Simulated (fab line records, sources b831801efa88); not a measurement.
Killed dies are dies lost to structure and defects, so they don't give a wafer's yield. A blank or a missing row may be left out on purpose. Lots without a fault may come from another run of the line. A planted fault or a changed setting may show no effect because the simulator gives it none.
Which tool did it? | flow sky130 | 14 lots, 42 wafers sampled, at 4 steps of a route of 708

WHAT THE GAUGES READ, wafer by wafer
SKY_GATE_OXIDE_TW_MEAS_14.
lot  | measured     | on            | GATE_OXIDE_TW
L520 | day 13 23:46 | film_metro-02 | 225.1 225.2 224.8
L521 | day 14 08:43 | film_metro-04 | 225.1 225.3 225.1
L522 | day 14 09:01 | film_metro-02 | 225.0 225.2 223.8
L523 | day 14 17:26 | film_metro-02 | 223.7 225.7 226.8
L524 | day 15 06:14 | film_metro-04 | 222.7 223.7 222.9
L525 | day 15 07:34 | film_metro-04 | 223.1 223.7 223.7
L526 | day 15 18:47 | film_metro-02 | 225.3 225.3 224.7
L531 | day 18 04:16 | film_metro-03 | 224.0 224.2 223.4
L532 | day 18 14:23 | film_metro-02 | 226.9 226.2 226.7
L540 | day 20 23:11 | film_metro-04 | 223.6 225.2 222.7
L538 | day 20 23:32 | film_metro-03 | 225.0 225.5 224.4
L541 | day 21 12:46 | film_metro-04 | 223.7 223.4 222.6
L542 | day 21 21:38 | film_metro-04 | 224.2 222.2 223.5
L543 | day 21 21:55 | film_metro-02 | 225.7 226.9 225.0

SKY_POLY_GATE_THK_MEAS_04.
lot  | measured     | on            | POLY_GATE_CVD_03_THK (nm)
L520 | day 15 08:51 | film_metro-01 | 75.5 75.2 75.5
L521 | day 15 19:44 | film_metro-01 | 74.6 75.1 75.3
L522 | day 15 19:44 | film_metro-04 | 75.6 75.6 75.0
L523 | day 16 02:20 | film_metro-01 | 75.5 75.7 75.6
L524 | day 16 14:50 | film_metro-02 | 74.1 73.7 74.3
L525 | day 16 16:58 | film_metro-02 | 75.2 75.6 75.3
L526 | day 17 03:05 | film_metro-01 | 75.1 75.5 76.0
L531 | day 19 20:16 | film_metro-01 | 74.3 73.9 73.4
L532 | day 20 08:22 | film_metro-01 | 74.2 74.5 74.2
L540 | day 22 11:42 | film_metro-01 | 74.5 74.3 74.7
L538 | day 22 11:43 | film_metro-02 | 74.4 74.6 74.8
L541 | day 22 23:55 | film_metro-04 | 75.2 75.5 75.8
L542 | day 23 08:52 | film_metro-02 | 74.2 74.0 74.6
L543 | day 23 10:13 | film_metro-02 | 74.1 74.8 75.0

SKY_LDD_P_TW_MEAS_11.
lot  | measured     | on            | LDD_P_TW
L520 | day 19 06:22 | film_metro-04 | 635.1 634.6 634.5
L521 | day 19 18:47 | film_metro-03 | 632.3 629.2 629.7
L522 | day 19 18:33 | film_metro-04 | 637.4 634.4 636.0
L523 | day 20 02:40 | film_metro-02 | 632.8 636.2 637.0
L524 | day 20 15:47 | film_metro-03 | 638.3 641.1 640.2
L525 | day 20 16:08 | film_metro-04 | 633.1 636.3 637.3
L526 | day 21 06:01 | film_metro-03 | 636.1 635.7 641.1
L531 | day 23 20:14 | film_metro-03 | 636.9 637.0 638.5
L532 | day 24 06:03 | film_metro-03 | 639.9 640.0 636.2
L540 | day 26 09:26 | film_metro-04 | 628.1 635.1 634.1
L538 | day 26 09:09 | film_metro-02 | 635.3 636.5 634.1
L541 | day 26 20:24 | film_metro-03 | 641.6 639.9 641.0
L542 | day 27 04:26 | film_metro-03 | 637.3 636.1 630.6
L543 | day 27 06:38 | film_metro-04 | 633.0 635.8 631.3

WHICH TOOL RAN EACH LOT (tool, then ch and the chambers of the sampled wafers, then the start)
lot  | SKY_LDD_N_IMPLANT_11
L520 | implanter-02 ch 0, day 18 00:40
L521 | implanter-02 ch 0, day 18 12:17
L522 | implanter-03 ch 0, day 18 12:13
L523 | implanter-01 ch 0, day 18 19:45
L524 | implanter-03 ch 0, day 19 08:40
L525 | implanter-01 ch 0, day 19 08:56
L526 | implanter-03 ch 0, day 19 23:22
L531 | implanter-03 ch 0, day 22 12:35
L532 | implanter-03 ch 0, day 22 23:26
L540 | implanter-01 ch 0, day 25 02:35
L538 | implanter-02 ch 0, day 25 02:35
L541 | implanter-02 ch 0, day 25 14:47
L542 | implanter-03 ch 0, day 25 22:25
L543 | implanter-01 ch 0, day 26 00:25
- SKY_LDD_N_IMPLANT_11

WHAT THE TOOLS THEMSELVES READ (means of the sampled wafers that have a number; where no wafer has one, the mark that the record gives instead)
SKY_LDD_N_IMPLANT_11.
lot  | tool         | beam_energy_keV | beam_on_s (s)
L520 | implanter-02 | 20.004          | 9.85
L521 | implanter-02 | 20.001          | 10.03
L522 | implanter-03 | 19.999          | 10.07
L523 | implanter-01 | 19.997          | 9.95
L524 | implanter-03 | 19.997          | 10.14
L525 | implanter-01 | 19.995          | 9.79
L526 | implanter-03 | 20.000          | 10.09
L531 | implanter-03 | 17.550          | 9.96
L532 | implanter-03 | 17.552          | 9.79
L540 | implanter-01 | 20.013          | 10.10
L538 | implanter-02 | 20.003          | 9.90
L541 | implanter-02 | 19.998          | 9.93
L542 | implanter-03 | 19.999          | 10.05
L543 | implanter-01 | 20.006          | 10.26

THE ANSWER, worked out from the rows above alone
Rule: what is usual is taken from the lots themselves. Put in order of their means at a reading, lots are off if they are a third of the lots or fewer, leave a main group of 4 or more, and stand apart from it by a gap of 3 or more times the standard deviation of the main group's means; of several such gaps the widest counts. A main group whose means are all the same, to the digits that the tables above print for the reading, isn't used. A lot without any number at a reading at which 4 lots or more have one is off too. The other lots that the step has rows for count as sound. The gauges are gone through in route order, then the tools' own readings, and for those a lot's mean is taken as printed above. The first step at which some lot is off is used, and at that step the reading that is off furthest; a lot without a number counts as furthest.
Off: L531, L532, at SKY_LDD_N_IMPLANT_11 (beam_energy_keV). The main group: mean 20.001, standard deviation 0.0047.
A tool fits if, at that step or a process step before it, it ran every lot that is off, and no sound lot after the first of them. None of those tried fits.

WHAT THE SIMULATOR HAD PUT IN
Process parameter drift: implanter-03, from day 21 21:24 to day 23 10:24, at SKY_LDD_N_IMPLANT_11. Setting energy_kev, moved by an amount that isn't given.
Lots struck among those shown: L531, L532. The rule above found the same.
